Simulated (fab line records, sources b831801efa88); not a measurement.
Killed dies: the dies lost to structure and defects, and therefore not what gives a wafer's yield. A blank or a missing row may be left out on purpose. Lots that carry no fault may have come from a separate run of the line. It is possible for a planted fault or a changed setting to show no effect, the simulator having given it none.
Split-lot experiment :: flow sky130 :: 23 wafers read from 5 lots, route of 708 steps

ABOUT THE SPLIT
At SKY_VT_ADJUST_PCH_SOFTBAKE_03, the setting temp c was moved away from the recipe's 110 C on 7 of the 23 wafers read, by -3.2% to +1.6%. The other wafers ran this setting at the recipe's value.

FROM THE SPLIT TO THE READING: what the file shows between them, 2 steps
- SKY_VT_ADJUST_PCH_EXPOSE_04: exposes mask NWM, target cd 840 nm
- SKY_VT_ADJUST_PCH_PEB_05

THE READING
coat_of_VT_ADJUST_PCH_COAT_02.thk nm (the simulator's own value, which no gauge read), in nm, at SKY_VT_ADJUST_PCH_DEVELOP_06 (develop time 60 s). There is no usual value for it anywhere in the file. Across the 16 wafers here that went through the recipe, the average is 2996 nm and the standard deviation 9.5 nm.

wafer: L076.1
tool, chamber at the split: litho track-03, 0
temp c as run, C: 110
against the recipe: recipe
coat_of_VT_ADJUST_PCH_COAT_02.thk nm, nm: 2988
against lot-mates on the recipe: -

wafer: L076.2
tool, chamber at the split: litho track-03, 0
temp c as run, C: 111.8
against the recipe: +1.6%
coat_of_VT_ADJUST_PCH_COAT_02.thk nm, nm: 2969
against lot-mates on the recipe: -15

wafer: L076.4
tool, chamber at the split: litho track-03, 0
temp c as run, C: 111.8
against the recipe: +1.6%
coat_of_VT_ADJUST_PCH_COAT_02.thk nm, nm: 2973
against lot-mates on the recipe: -11

wafer: L076.5
tool, chamber at the split: litho track-03, 0
temp c as run, C: 110
against the recipe: recipe
coat_of_VT_ADJUST_PCH_COAT_02.thk nm, nm: 2980
against lot-mates on the recipe: -

wafer: L076.6
tool, chamber at the split: litho track-03, 0
temp c as run, C: 111.8
against the recipe: +1.6%
coat_of_VT_ADJUST_PCH_COAT_02.thk nm, nm: 2967
against lot-mates on the recipe: -17

wafer: L079.1
tool, chamber at the split: litho track-01, 0
temp c as run, C: 106.8
against the recipe: -2.9%
coat_of_VT_ADJUST_PCH_COAT_02.thk nm, nm: 3023
against lot-mates on the recipe: +21

wafer: L079.3
tool, chamber at the split: litho track-01, 0
temp c as run, C: 110
against the recipe: recipe
coat_of_VT_ADJUST_PCH_COAT_02.thk nm, nm: 3006
against lot-mates on the recipe: -

wafer: L079.4
tool, chamber at the split: litho track-01, 0
temp c as run, C: 110
against the recipe: recipe
coat_of_VT_ADJUST_PCH_COAT_02.thk nm, nm: 3000
against lot-mates on the recipe: -

wafer: L079.5
tool, chamber at the split: litho track-01, 0
temp c as run, C: 106.8
against the recipe: -2.9%
coat_of_VT_ADJUST_PCH_COAT_02.thk nm, nm: 3019
against lot-mates on the recipe: +17

wafer: L079.6
tool, chamber at the split: litho track-01, 0
temp c as run, C: 110
against the recipe: recipe
coat_of_VT_ADJUST_PCH_COAT_02.thk nm, nm: 2999
against lot-mates on the recipe: -

wafer: L080.2
tool, chamber at the split: litho track-01, 0
temp c as run, C: 110
against the recipe: recipe
coat_of_VT_ADJUST_PCH_COAT_02.thk nm, nm: 3010
against lot-mates on the recipe: -

wafer: L080.4
tool, chamber at the split: litho track-01, 0
temp c as run, C: 110
against the recipe: recipe
coat_of_VT_ADJUST_PCH_COAT_02.thk nm, nm: 3010
against lot-mates on the recipe: -

wafer: L080.5
tool, chamber at the split: litho track-01, 0
temp c as run, C: 110
against the recipe: recipe
coat_of_VT_ADJUST_PCH_COAT_02.thk nm, nm: 3010
against lot-mates on the recipe: -

wafer: L080.3
tool, chamber at the split: litho track-01, 0
temp c as run, C: 106.5
against the recipe: -3.2%
coat_of_VT_ADJUST_PCH_COAT_02.thk nm, nm: 3041
against lot-mates on the recipe: +31

wafer: L080.6
tool, chamber at the split: litho track-01, 0
temp c as run, C: 106.5
against the recipe: -3.2%
coat_of_VT_ADJUST_PCH_COAT_02.thk nm, nm: 3030
against lot-mates on the recipe: +20

wafer: L083.1
tool, chamber at the split: litho track-03, 0
temp c as run, C: 110
against the recipe: recipe
coat_of_VT_ADJUST_PCH_COAT_02.thk nm, nm: 2990
against lot-mates on the recipe: -

wafer: L083.3
tool, chamber at the split: litho track-03, 0
temp c as run, C: 110
against the recipe: recipe
coat_of_VT_ADJUST_PCH_COAT_02.thk nm, nm: 2986
against lot-mates on the recipe: -

wafer: L083.6
tool, chamber at the split: litho track-03, 0
temp c as run, C: 110
against the recipe: recipe
coat_of_VT_ADJUST_PCH_COAT_02.thk nm, nm: 2986
against lot-mates on the recipe: -

wafer: L083.4
tool, chamber at the split: litho track-03, 0
temp c as run, C: 110
against the recipe: recipe
coat_of_VT_ADJUST_PCH_COAT_02.thk nm, nm: 2991
against lot-mates on the recipe: -

wafer: L083.5
tool, chamber at the split: litho track-03, 0
temp c as run, C: 110
against the recipe: recipe
coat_of_VT_ADJUST_PCH_COAT_02.thk nm, nm: 2985
against lot-mates on the recipe: -

wafer: L084.3
tool, chamber at the split: litho track-01, 0
temp c as run, C: 110
against the recipe: recipe
coat_of_VT_ADJUST_PCH_COAT_02.thk nm, nm: 2992
against lot-mates on the recipe: -

wafer: L084.4
tool, chamber at the split: litho track-01, 0
temp c as run, C: 110
against the recipe: recipe
coat_of_VT_ADJUST_PCH_COAT_02.thk nm, nm: 3000
against lot-mates on the recipe: -

wafer: L084.6
tool, chamber at the split: litho track-01, 0
temp c as run, C: 110
against the recipe: recipe
coat_of_VT_ADJUST_PCH_COAT_02.thk nm, nm: 2995
against lot-mates on the recipe: -

THE FIT
A straight line over all 23 wafers: coat_of_VT_ADJUST_PCH_COAT_02.thk nm changes by -12 nm for each +1% of temp c; r = -0.88; the points scatter about the line by 9.2 nm.
The same after taking each lot's own level away (the mean of its wafers on the recipe; 23 wafers): -7.7 nm for each +1%; r = -0.96; scatter 3.4 nm.
The reading moves by 24 nm for the largest change in temp c, on that fit.
Across the lots, their own levels run from 2984.0 to 3010.0 nm, a range of 2.7 times the standard deviation given above.
In other words, the slope is changed by the lot-to-lot level; the two fits disagree.
Check: +22 nm against its lot-mates is what the line predicts for one of the wafers moved furthest among these (-3.2%) when that wafer is left out of the fit. Against them it came out at +31 nm.

THE WHOLE CHAIN: every reading that the file lists as answering this split, in the file's order
step: SKY_VT_ADJUST_PCH_DEVELOP_06
what it does: develop time 60 s
reading: coat_of_VT_ADJUST_PCH_COAT_02.thk nm (the simulator's own value, which no gauge read)
change (the file's fit): -7.5 nm for each +1% of the setting
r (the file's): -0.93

step: SKY_VT_ADJUST_PCH_STRIP_09
what it does: strips in O2/N2
reading: strip time to endpoint s
change (the file's fit): withheld for each +1% of the setting
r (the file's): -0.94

THE FILE'S OWN FIT
coat_of_VT_ADJUST_PCH_COAT_02.thk nm changes by -7.5 nm for each +1% of temp c, r = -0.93.
